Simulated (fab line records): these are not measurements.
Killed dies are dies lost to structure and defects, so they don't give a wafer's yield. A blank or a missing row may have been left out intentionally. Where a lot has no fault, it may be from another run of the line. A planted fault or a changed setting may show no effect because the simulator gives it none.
Which tool did it? || flow sky130 || 11 lots, 33 wafers sampled, at 2 steps of a route of 708

## WHAT THE GAUGES READ, wafer by wafer
SKY_VIA1_CD_MEAS_12: target cd 150 nm. Usual: 149.6 nm for cd_nm, sd 1.9.
{"lot": "L999", "measured": "day 34 09:53", "on": "cd_sem-02", "cd_nm (nm)": "148.0 148.0 149.1", "flag": ""}
{"lot": "L101", "measured": "day 35 06:34", "on": "cd_sem-02", "cd_nm (nm)": "147.8 147.1 148.8", "flag": ""}
{"lot": "L102", "measured": "day 35 06:54", "on": "cd_sem-01", "cd_nm (nm)": "152.5 152.3 150.9", "flag": ""}
{"lot": "L105", "measured": "day 36 08:58", "on": "cd_sem-02", "cd_nm (nm)": "147.4 148.9 149.2", "flag": ""}
{"lot": "L108", "measured": "day 37 13:28", "on": "cd_sem-01", "cd_nm (nm)": "150.3 148.9 148.9", "flag": ""}
{"lot": "L112", "measured": "day 39 12:28", "on": "cd_sem-02", "cd_nm (nm)": "152.6 150.8 151.8", "flag": ""}
{"lot": "L113", "measured": "day 39 13:41", "on": "cd_sem-01", "cd_nm (nm)": "148.2 147.1 147.5", "flag": ""}
{"lot": "L114", "measured": "day 39 16:10", "on": "cd_sem-02", "cd_nm (nm)": "150.4 151.7 150.4", "flag": ""}
{"lot": "L117", "measured": "day 40 02:35", "on": "cd_sem-02", "cd_nm (nm)": "147.2 144.6 146.7", "flag": ""}
{"lot": "L119", "measured": "day 41 02:11", "on": "cd_sem-02", "cd_nm (nm)": "153.3 154.2 151.9", "flag": ""}
{"lot": "L120", "measured": "day 41 15:50", "on": "cd_sem-02", "cd_nm (nm)": "148.8 148.7 148.7", "flag": ""}

SKY_VIA1_RS_MEAS_22: measures by four-point-probe. Usual: for VIA1_W_RS the level is 0.430 ohm/sq and the standard deviation is 0.0047.
{"lot": "L999", "measured": "day 34 10:55", "on": "film_metro-02", "VIA1_W_RS (ohm/sq)": "0.432 0.433 0.424", "flag": ""}
{"lot": "L101", "measured": "day 35 07:37", "on": "film_metro-01", "VIA1_W_RS (ohm/sq)": "0.436 0.441 0.432", "flag": ""}
{"lot": "L102", "measured": "day 35 07:56", "on": "film_metro-04", "VIA1_W_RS (ohm/sq)": "0.434 0.437 0.437", "flag": ""}
{"lot": "L105", "measured": "day 36 10:00", "on": "film_metro-02", "VIA1_W_RS (ohm/sq)": "0.431 0.431 0.430", "flag": ""}
{"lot": "L108", "measured": "day 37 14:31", "on": "film_metro-01", "VIA1_W_RS (ohm/sq)": "0.441 0.430 0.435", "flag": ""}
{"lot": "L112", "measured": "day 39 13:58", "on": "film_metro-04", "VIA1_W_RS (ohm/sq)": "0.427 0.434 0.437", "flag": ""}
{"lot": "L113", "measured": "day 39 15:05", "on": "film_metro-04", "VIA1_W_RS (ohm/sq)": "0.422 0.414 0.418", "flag": ""}
{"lot": "L114", "measured": "day 39 17:11", "on": "film_metro-02", "VIA1_W_RS (ohm/sq)": "0.431 0.436 0.430", "flag": ""}
{"lot": "L117", "measured": "day 40 03:35", "on": "film_metro-01", "VIA1_W_RS (ohm/sq)": "0.432 0.433 0.432", "flag": ""}
{"lot": "L119", "measured": "day 41 03:10", "on": "film_metro-04", "VIA1_W_RS (ohm/sq)": "0.423 0.422 0.423", "flag": ""}
{"lot": "L120", "measured": "day 41 16:52", "on": "film_metro-02", "VIA1_W_RS (ohm/sq)": "0.435 0.427 0.430", "flag": ""}

## TOOL THAT RAN EACH LOT (tool first, then ch and the chambers of the sampled wafers, then the start)
Record: no process step prior to these readings.

## AS READ BY THE TOOLS THEMSELVES (means over the sampled wafers that have a number; for cases with no such wafer, the mark the record gives instead)
The record holds no such reading with a usual standard deviation.

## THE ANSWER, worked out from the rows above alone
Rule: a lot counts as off when the mean over its wafers that have a number is more than 3 standard deviations away from the usual mean. Also off: a lot with no number at a reading for which 4 or more lots have one. The other lots that the step has rows for count as sound. First the gauges in route order, then the tools' own readings, where a lot's mean is used as printed above. At the first step where some lot is off, the reading lying furthest off is the one used; lots without a number count as furthest.
No lot is off on any of the readings shown, so nothing can be concluded from this.

## WHAT THE SIMULATOR PUT IN
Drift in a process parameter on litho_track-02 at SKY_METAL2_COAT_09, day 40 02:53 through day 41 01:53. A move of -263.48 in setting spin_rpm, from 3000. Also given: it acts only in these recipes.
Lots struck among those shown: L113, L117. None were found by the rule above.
